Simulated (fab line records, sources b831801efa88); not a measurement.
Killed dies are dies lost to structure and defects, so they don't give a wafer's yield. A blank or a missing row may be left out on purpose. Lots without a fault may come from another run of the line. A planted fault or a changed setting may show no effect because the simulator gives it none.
Which tool did it? | flow sky130 | 15 lots, 45 wafers sampled, at 1 step of a route of 708

WHAT THE GAUGES READ, wafer by wafer
The record holds no reading of a measuring or inspecting step that can be judged against a usual standard deviation.

WHICH TOOL RAN EACH LOT (tool, then ch and the chambers of the sampled wafers, then the start)
lot  | SKY_FIELD_ISO_WET_ETCH_30
L157 | wet_bench-04 ch 0, day 2 13:13
L159 | wet_bench-02 ch 0, day 2 22:59
L160 | wet_bench-01 ch 0, day 3 02:47
L161 | wet_bench-04 ch 2, day 3 07:40
L163 | wet_bench-04 ch 3, day 3 18:14
L165 | wet_bench-01 ch 2, day 4 03:35
L169 | wet_bench-04 ch 2, day 5 03:19
L172 | wet_bench-01 ch 0, day 5 20:41
L173 | wet_bench-02 ch 2, day 5 23:41
L174 | wet_bench-04 ch 3, day 6 08:10
L175 | wet_bench-04 ch 3, day 6 09:40
L176 | wet_bench-01 ch 0, day 6 13:43
L177 | wet_bench-02 ch 2, day 6 20:53
L179 | wet_bench-04 ch 0, day 7 08:24
L180 | wet_bench-02 ch 3, day 7 12:28
- SKY_FIELD_ISO_WET_ETCH_30: etches SiO2 in dHF, target depth 25 nm, time 50 s.

WHAT THE TOOLS THEMSELVES READ (means of the sampled wafers that have a number; where no wafer has one, the mark that the record gives instead)
SKY_FIELD_ISO_WET_ETCH_30. Usual: bath_heat_duty_pct 6.3 %, standard deviation 0.7; run_length_s 78 s, standard deviation 3.5.
lot  | tool         | bath_heat_duty_pct (%) | run_length_s (s) | flag
L157 | wet_bench-04 | 7.1                    | 77               |
L159 | wet_bench-02 | 6.3                    | 76               |
L160 | wet_bench-01 | 5.4                    | 75               |
L161 | wet_bench-04 | 5.9                    | 74               |
L163 | wet_bench-04 | 7.0                    | 82               |
L165 | wet_bench-01 | 5.9                    | 77               |
L169 | wet_bench-04 | 6.2                    | 75               |
L172 | wet_bench-01 | -                      | -                | OFF
L173 | wet_bench-02 | -                      | -                | OFF
L174 | wet_bench-04 | -                      | -                | OFF
L175 | wet_bench-04 | 6.7                    | 76               |
L176 | wet_bench-01 | 5.6                    | 75               |
L177 | wet_bench-02 | 5.3                    | 83               |
L179 | wet_bench-04 | 6.6                    | 84               |
L180 | wet_bench-02 | 6.7                    | 77               |

THE ANSWER, worked out from the rows above alone
Rule: a lot is off if the mean of its wafers that have a number lies more than 3 standard deviations from the usual mean. A lot without any number at a reading at which 4 lots or more have one is off too. The other lots that the step has rows for count as sound. The gauges are gone through in route order, then the tools' own readings, and for those a lot's mean is taken as printed above. The first step at which some lot is off is used, and at that step the reading that is off furthest; a lot without a number counts as furthest.
Off: L172, L173, L174, at SKY_FIELD_ISO_WET_ETCH_30 (bath_heat_duty_pct). Without a number there: L172, L173, L174.
A tool fits if, at that step or a process step before it, it ran every lot that is off, and no sound lot after the first of them. None of those tried fits.

WHAT THE SIMULATOR HAD PUT IN
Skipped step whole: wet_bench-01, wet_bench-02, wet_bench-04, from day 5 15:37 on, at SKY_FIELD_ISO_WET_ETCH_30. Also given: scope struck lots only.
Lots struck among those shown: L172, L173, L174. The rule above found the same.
